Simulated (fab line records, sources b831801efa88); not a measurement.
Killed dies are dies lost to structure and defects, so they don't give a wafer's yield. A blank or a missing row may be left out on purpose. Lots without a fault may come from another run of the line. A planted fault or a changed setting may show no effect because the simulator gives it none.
Which tool did it? | flow gf180mcu | 24 lots, 72 wafers sampled, at 4 steps of a route of 602

WHAT THE GAUGES READ, wafer by wafer
GF_CONTACT_CD_MEAS_14: target cd 220 nm. Usual: cd_nm 220.1 nm, standard deviation 1.
lot  | measured     | on        | cd_nm (nm)        | flag
L074 | day 16 05:07 | cd_sem-02 | 218.6 218.0 219.1 |
L075 | day 16 12:16 | cd_sem-01 | 219.4 220.6 218.2 |
L076 | day 17 00:42 | cd_sem-01 | 219.6 219.7 220.6 |
L077 | day 17 04:19 | cd_sem-02 | 219.3 220.6 218.4 |
L078 | day 17 15:00 | cd_sem-01 | 219.6 219.1 218.4 |
L079 | day 17 23:57 | cd_sem-01 | 219.3 219.2 218.9 |
L080 | day 18 10:53 | cd_sem-01 | 219.5 220.6 220.0 |
L081 | day 18 23:02 | cd_sem-01 | 219.8 221.1 219.8 |
L082 | day 19 06:00 | cd_sem-02 | 220.4 220.0 221.0 |
L083 | day 19 12:51 | cd_sem-02 | 220.7 220.7 222.0 |
L084 | day 19 20:53 | cd_sem-01 | 219.5 218.9 219.9 |
L085 | day 20 12:15 | cd_sem-02 | 220.0 221.3 220.9 |
L086 | day 20 16:27 | cd_sem-01 | 220.9 220.9 221.1 |
L087 | day 21 00:03 | cd_sem-01 | 220.5 219.9 220.0 |
L088 | day 21 07:53 | cd_sem-02 | 222.5 221.9 221.0 |
L089 | day 21 16:55 | cd_sem-02 | 220.8 220.0 220.0 |
L090 | day 22 00:36 | cd_sem-02 | 220.1 220.3 219.3 |
L091 | day 22 15:10 | cd_sem-02 | 219.4 218.7 219.0 |
L092 | day 22 16:04 | cd_sem-02 | 220.6 221.3 222.4 |
L093 | day 22 22:31 | cd_sem-01 | 221.2 219.2 219.8 |
L094 | day 23 03:13 | cd_sem-01 | 220.3 221.4 220.1 |
L095 | day 23 19:01 | cd_sem-02 | 221.2 221.8 221.7 |
L096 | day 23 23:44 | cd_sem-01 | 219.0 220.0 218.7 |
L097 | day 24 07:04 | cd_sem-01 | 220.2 220.7 220.6 |

GF_V4_OVL_MEAS_15. Usual: V4_OVL 3 nm, standard deviation 5.8.
lot  | measured     | on         | V4_OVL (nm) | flag
L074 | day 24 11:13 | overlay-02 | 4 10 4      |
L075 | day 24 18:46 | overlay-02 | 6 1 8       |
L076 | day 25 06:49 | overlay-02 | 2 5 -4      |
L077 | day 25 11:41 | overlay-01 | 3 0 5       |
L078 | day 25 20:56 | overlay-01 | 9 13 11     |
L079 | day 26 04:32 | overlay-01 | 6 6 19      |
L080 | day 26 13:47 | overlay-01 | 3 7 -1      |
L081 | day 27 00:26 | overlay-02 | 13 10 4     |
L082 | day 27 06:01 | overlay-02 | 2 2 8       |
L083 | day 27 10:52 | overlay-02 | -3 10 5     |
L084 | day 27 20:34 | overlay-01 | -10 4 -3    |
L085 | day 28 07:01 | overlay-01 | 6 8 6       |
L086 | day 28 11:37 | overlay-02 | -4 8 4      |
L087 | day 28 16:55 | overlay-02 | 0 -2 7      |
L088 | day 29 00:41 | overlay-01 | -10 -3 2    |
L089 | day 29 07:41 | overlay-01 | -1 4 2      |
L090 | day 29 13:13 | overlay-02 | 6 9 8       |
L091 | day 30 02:01 | overlay-01 | 0 3 8       |
L092 | day 30 02:55 | overlay-02 | -1 -9 -4    |
L093 | day 30 07:04 | overlay-01 | 8 -1 1      |
L094 | day 30 11:31 | overlay-01 | -2 -5 -9    |
L095 | day 31 00:44 | overlay-02 | 3 15 11     |
L096 | day 31 03:53 | overlay-02 | 7 1 3       |
L097 | day 31 07:43 | overlay-01 | -8 -4 -5    |

WHICH TOOL RAN EACH LOT (tool, then ch and the chambers of the sampled wafers, then the start)
lot  | GF_V2_CMP_04                  | GF_V4_CVD_02
L074 | cmp-01 ch 2,3, day 19 08:32   | pecvd-04 ch 0,1, day 23 13:12
L075 | cmp-02 ch 0,2,3, day 19 17:14 | pecvd-01 ch 0,1, day 23 20:23
L076 | cmp-02 ch 0,1, day 20 06:12   | pecvd-03 ch 0,1,2, day 24 08:52
L077 | cmp-02 ch 0,2,3, day 20 10:16 | pecvd-04 ch 0,2, day 24 13:17
L078 | cmp-01 ch 0,1, day 20 21:25   | pecvd-03 ch 0,2, day 24 22:36
L079 | cmp-01 ch 0,1,3, day 21 06:37 | pecvd-01 ch 0,1,2, day 25 07:05
L080 | cmp-01 ch 1,3, day 21 16:58   | pecvd-01 ch 0,1,2, day 25 16:41
L081 | cmp-01 ch 2,3, day 22 05:33   | pecvd-01 ch 0,2, day 26 03:55
L082 | cmp-01 ch 0,2,3, day 22 12:07 | pecvd-01 ch 1,2, day 26 09:20
L083 | cmp-01 ch 0,1,2, day 22 16:44 | pecvd-01 ch 1,2, day 26 14:53
L084 | cmp-02 ch 0,1,2, day 23 02:41 | pecvd-01 ch 1,2, day 26 22:46
L085 | cmp-02 ch 0,2,3, day 23 15:31 | pecvd-01 ch 0,1, day 27 10:01
L086 | cmp-02 ch 0,1,2, day 23 20:01 | pecvd-04 ch 1,2, day 27 15:04
L087 | cmp-02 ch 0,1,2, day 24 03:31 | pecvd-03 ch 0,1,2, day 27 21:08
L088 | cmp-01 ch 2,3, day 24 10:34   | pecvd-01 ch 0,1, day 28 04:49
L089 | cmp-01 ch 0,1, day 24 18:45   | pecvd-03 ch 0,1,2, day 28 11:29
L090 | cmp-02 ch 0,3, day 25 00:34   | pecvd-03 ch 0,1,2, day 28 16:48
L091 | cmp-01 ch 2,3, day 25 14:50   | pecvd-01 ch 0,1, day 29 06:07
L092 | cmp-01 ch 1,2,3, day 25 17:31 | pecvd-03 ch 0,2, day 29 07:14
L093 | cmp-02 ch 0,1,3, day 25 21:22 | pecvd-04 ch 0,2, day 29 10:56
L094 | cmp-01 ch 1,2,3, day 26 03:43 | pecvd-01 ch 0,1, day 29 16:16
L095 | cmp-02 ch 1,2,3, day 26 17:14 | pecvd-04 ch 1,2, day 30 05:54
L096 | cmp-01 ch 1,2,3, day 26 21:26 | pecvd-01 ch 0,1,2, day 30 09:11
L097 | cmp-02 ch 0,2,3, day 27 01:58 | pecvd-04 ch 0,1,2, day 30 13:01
- GF_V2_CMP_04: polishes SiO2.
- GF_V4_CVD_02: deposits SiO2 from TEOS, target thk 850 nm, time 94.851 s.

WHAT THE TOOLS THEMSELVES READ (means of the sampled wafers that have a number; where no wafer has one, the mark that the record gives instead)
GF_V2_CMP_04. Usual: motor_current_A 11.7 A, standard deviation 0.94; time_to_endpoint_s 79 s, standard deviation 5.7.
lot  | tool   | motor_current_A (A) | time_to_endpoint_s (s) | flag
L074 | cmp-01 | 11.8                | 81                     |
L075 | cmp-02 | 12.4                | 77                     |
L076 | cmp-02 | 11.8                | 89                     |
L077 | cmp-02 | 12.3                | 84                     |
L078 | cmp-01 | 10.9                | 77                     |
L079 | cmp-01 | 11.6                | 76                     |
L080 | cmp-01 | 12.0                | 76                     |
L081 | cmp-01 | 11.9                | 85                     |
L082 | cmp-01 | 11.5                | 73                     |
L083 | cmp-01 | 11.6                | 72                     |
L084 | cmp-02 | 11.4                | 85                     |
L085 | cmp-02 | 12.2                | 84                     |
L086 | cmp-02 | 11.9                | 80                     |
L087 | cmp-02 | 11.5                | 76                     |
L088 | cmp-01 | 11.6                | 81                     |
L089 | cmp-01 | 11.5                | 79                     |
L090 | cmp-02 | 12.4                | 83                     |
L091 | cmp-01 | 11.5                | 82                     |
L092 | cmp-01 | 11.8                | 79                     |
L093 | cmp-02 | 11.8                | 71                     |
L094 | cmp-01 | 11.6                | 78                     |
L095 | cmp-02 | 11.4                | 78                     |
L096 | cmp-01 | 11.9                | 80                     |
L097 | cmp-02 | 12.7                | 85                     |

GF_V4_CVD_02. Usual: heater_power_w 657 W, standard deviation 79.
lot  | tool     | heater_power_w (W) | flag
L074 | pecvd-04 | 655                |
L075 | pecvd-01 | 693                |
L076 | pecvd-03 | 654                |
L077 | pecvd-04 | 637                |
L078 | pecvd-03 | 635                |
L079 | pecvd-01 | 689                |
L080 | pecvd-01 | 652                |
L081 | pecvd-01 | 708                |
L082 | pecvd-01 | 659                |
L083 | pecvd-01 | 605                |
L084 | pecvd-01 | 632                |
L085 | pecvd-01 | 727                |
L086 | pecvd-04 | 586                |
L087 | pecvd-03 | 634                |
L088 | pecvd-01 | 731                |
L089 | pecvd-03 | 680                |
L090 | pecvd-03 | 684                |
L091 | pecvd-01 | 686                |
L092 | pecvd-03 | 657                |
L093 | pecvd-04 | 650                |
L094 | pecvd-01 | 643                |
L095 | pecvd-04 | 610                |
L096 | pecvd-01 | 715                |
L097 | pecvd-04 | 618                |

THE ANSWER, worked out from the rows above alone
Rule: a lot is off if the mean of its wafers that have a number lies more than 3 standard deviations from the usual mean. A lot without any number at a reading at which 4 lots or more have one is off too. The other lots that the step has rows for count as sound. The gauges are gone through in route order, then the tools' own readings, and for those a lot's mean is taken as printed above. The first step at which some lot is off is used, and at that step the reading that is off furthest; a lot without a number counts as furthest.
No lot is off at any reading shown: from this, nothing can be told.

WHAT THE SIMULATOR HAD PUT IN
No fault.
